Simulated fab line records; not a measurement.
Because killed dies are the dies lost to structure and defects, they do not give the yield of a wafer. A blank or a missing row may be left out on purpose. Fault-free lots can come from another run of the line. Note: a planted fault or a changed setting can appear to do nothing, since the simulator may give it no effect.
The tool behind it: which one?    flow gf180mcu    11 lots with 33 wafers sampled at 5 steps, on a route of 602 steps

WHAT EACH GAUGE READ, for each wafer
GF_VT_IMPLANT_OVL_MEAS_40. Usual: for VT_IMPLANT_03_OVL the level is -0.2 nm and the standard deviation is 1.2.
lot   measured      on          VT_IMPLANT_03_OVL (nm)  flag
L142  day 7 19:19   overlay-01  -0.4 -2.6 -0.8          
L145  day 8 15:29   overlay-01  1.0 0.7 -0.2            
L147  day 9 04:20   overlay-02  2.0 1.6 1.5             
L148  day 9 12:58   overlay-01  -0.4 -1.9 -1.0          
L150  day 10 01:10  overlay-02  -1.9 -2.5 0.2           
L151  day 10 08:37  overlay-02  -1.4 -0.4 0.7           
L155  day 11 11:08  overlay-02  - - -                   OFF
L160  day 12 22:08  overlay-01  -0.8 -0.2 0.2           
L161  day 13 06:16  overlay-01  -1.5 -1.1 -0.9          
L162  day 13 08:10  overlay-01  -0.5 0.9 1.1            
L164  day 14 00:41  overlay-02  -2.0 -0.9 -1.4          

GF_VT_IMPLANT_TW_MEAS_43. Usual: for VT_IMPLANT_4_TW the level is 691 and the standard deviation is 6.7.
lot   measured      on             VT_IMPLANT_4_TW  flag
L142  day 7 19:36   film_metro-02  688 684 684      
L145  day 8 15:46   film_metro-02  681 684 681      
L147  day 9 04:37   film_metro-02  681 685 679      
L148  day 9 13:16   film_metro-01  698 694 693      
L150  day 10 01:28  film_metro-02  680 683 682      
L151  day 10 08:54  film_metro-03  695 694 697      
L155  day 11 11:25  film_metro-01  30 30 30         OFF
L160  day 12 22:26  film_metro-01  695 697 696      
L161  day 13 06:33  film_metro-03  696 698 694      
L162  day 13 08:28  film_metro-01  694 699 694      
L164  day 14 00:58  film_metro-01  701 702 702      

WHICH TOOL RAN EACH LOT (tool, then ch and the chambers of the sampled wafers, then the start)
lot   GF_STI_ETCH_14                   GF_VT_IMPLANT_STRIP_20                GF_VT_IMPLANT_EXPOSE_37
L142  rie_si-02 ch 1,2,3, day 2 06:53  plasma_asher-03 ch 0,1, day 6 12:04   iline_stepper-01 ch 0, day 7 11:49
L145  rie_si-01 ch 1,2, day 2 21:53    plasma_asher-04 ch 0,1, day 7 07:37   iline_stepper-01 ch 0, day 8 07:26
L147  rie_si-01 ch 0,2,3, day 3 08:02  plasma_asher-04 ch 0,1, day 7 18:51   iline_stepper-01 ch 0, day 8 19:53
L148  rie_si-02 ch 1,2, day 3 13:11    plasma_asher-03 ch 0,1, day 8 03:42   iline_stepper-02 ch 0, day 9 04:55
L150  rie_si-02 ch 1,2, day 4 00:29    plasma_asher-04 ch 0,1, day 8 14:26   iline_stepper-02 ch 0, day 9 16:19
L151  rie_si-01 ch 0,2,3, day 4 04:25  plasma_asher-02 ch 0,1, day 8 22:06   iline_stepper-02 ch 0, day 9 23:47
L155  rie_si-01 ch 2,3, day 5 02:35    plasma_asher-02 ch 0,1, day 9 23:23   iline_stepper-02 ch 0, day 11 02:29
L160  rie_si-01 ch 0,3, day 6 03:49    plasma_asher-02 ch 0,1, day 11 07:56  iline_stepper-01 ch 0, day 12 12:30
L161  rie_si-01 ch 1,2,3, day 6 08:14  plasma_asher-03 ch 0,1, day 11 15:31  iline_stepper-02 ch 0, day 12 20:40
L162  rie_si-01 ch 0,1,2, day 6 13:04  plasma_asher-04 ch 0,1, day 11 17:45  iline_stepper-02 ch 0, day 12 22:43
L164  rie_si-02 ch 1,2, day 7 00:19    plasma_asher-03 ch 0,1, day 12 08:49  iline_stepper-01 ch 0, day 13 14:26
- GF_STI_ETCH_14: etches Si in HBr/Cl2/O2, target depth 360 nm, time 102.9 s.
- GF_VT_IMPLANT_STRIP_20: strips in O2/N2.
- GF_VT_IMPLANT_EXPOSE_37: exposes mask Nwell HV AREA, target cd 860 nm.

WHAT THE TOOLS THEMSELVES READ (means of the sampled wafers that have a number; where no wafer has one, the mark that the record gives instead)
GF_STI_ETCH_14. Usual: drypump_motor_current_A 5.7 A, standard deviation 0.37; oes_product_au 1.000 a.u., standard deviation 0.0074; throttle_valve_pct 25.657 %, standard deviation 0.011.
lot   tool       drypump_motor_current_A (A)  oes_product_au (a.u.)  throttle_valve_pct (%)  flag
L142  rie_si-02  5.8                          0.998                  25.654                  
L145  rie_si-01  5.4                          1.002                  25.650                  
L147  rie_si-01  5.9                          0.998                  25.661                  
L148  rie_si-02  6.1                          1.010                  25.652                  
L150  rie_si-02  6.1                          1.002                  25.669                  
L151  rie_si-01  5.9                          0.999                  25.655                  
L155  rie_si-01  6.0                          1.002                  25.656                  
L160  rie_si-01  5.7                          0.996                  25.653                  
L161  rie_si-01  5.7                          0.999                  25.656                  
L162  rie_si-01  5.6                          0.990                  25.666                  
L164  rie_si-02  6.2                          1.010                  25.644                  

GF_VT_IMPLANT_STRIP_20. Usual: drypump_motor_current_A 5.53 A, standard deviation 0.27; heater_power_w 336 W, standard deviation 27; oes_product_au 0.716 a.u., standard deviation 0.0046; strip_time_to_endpoint_s 12.64 s, standard deviation 0.035.
lot   tool             drypump_motor_current_A (A)  heater_power_w (W)  oes_product_au (a.u.)  strip_time_to_endpoint_s (s)  flag
L142  plasma_asher-03  5.70                         350                 0.717                  12.68                         
L145  plasma_asher-04  5.25                         318                 0.717                  12.63                         
L147  plasma_asher-04  5.27                         316                 0.718                  12.60                         
L148  plasma_asher-03  5.82                         365                 0.713                  12.63                         
L150  plasma_asher-04  5.31                         315                 0.713                  12.56                         
L151  plasma_asher-02  5.50                         322                 0.718                  12.61                         
L155  plasma_asher-02  5.51                         326                 0.714                  12.66                         
L160  plasma_asher-02  5.50                         321                 0.720                  12.63                         
L161  plasma_asher-03  5.70                         342                 0.720                  12.67                         
L162  plasma_asher-04  5.26                         317                 0.712                  12.64                         
L164  plasma_asher-03  5.69                         346                 0.716                  12.68                         

GF_VT_IMPLANT_EXPOSE_37. Usual: reticle_temp_C at 22.99 C, with a standard deviation of 0.11.
lot   tool              reticle_temp_C (C)  flag
L142  iline_stepper-01  22.82               
L145  iline_stepper-01  23.01               
L147  iline_stepper-01  23.08               
L148  iline_stepper-02  23.02               
L150  iline_stepper-02  22.99               
L151  iline_stepper-02  22.83               
L155  iline_stepper-02  23.06               
L160  iline_stepper-01  22.90               
L161  iline_stepper-02  22.99               
L162  iline_stepper-02  22.98               
L164  iline_stepper-01  22.92               

THE ANSWER, worked out from the rows above alone
Rule: a lot counts as off when the mean over its wafers that have a number is more than 3 standard deviations away from the usual mean. A lot without any number at a reading at which 4 lots or more have one is off too. All remaining lots with rows at the step are treated as sound. Order of review: gauges by route order, followed by the tools' own readings, for which a lot's mean as printed above is used. At the first step where some lot is off, the reading lying furthest off is the one used; lots without a number count as furthest.
Off: L155, at GF_VT_IMPLANT_OVL_MEAS_40 (VT_IMPLANT_03_OVL). Without a number there: L155.
If a tool, at a process step before that reading, ran all the lots that are off and no sound lot after the first of them, it fits. Not tried: the gauges at GF_VT_IMPLANT_OVL_MEAS_40; whatever is off there is also off at GF_VT_IMPLANT_TW_MEAS_43, on other tools, and gauge error can't account for it. Not one of the candidates tried fits.

WHAT WAS PUT IN BY THE SIMULATOR
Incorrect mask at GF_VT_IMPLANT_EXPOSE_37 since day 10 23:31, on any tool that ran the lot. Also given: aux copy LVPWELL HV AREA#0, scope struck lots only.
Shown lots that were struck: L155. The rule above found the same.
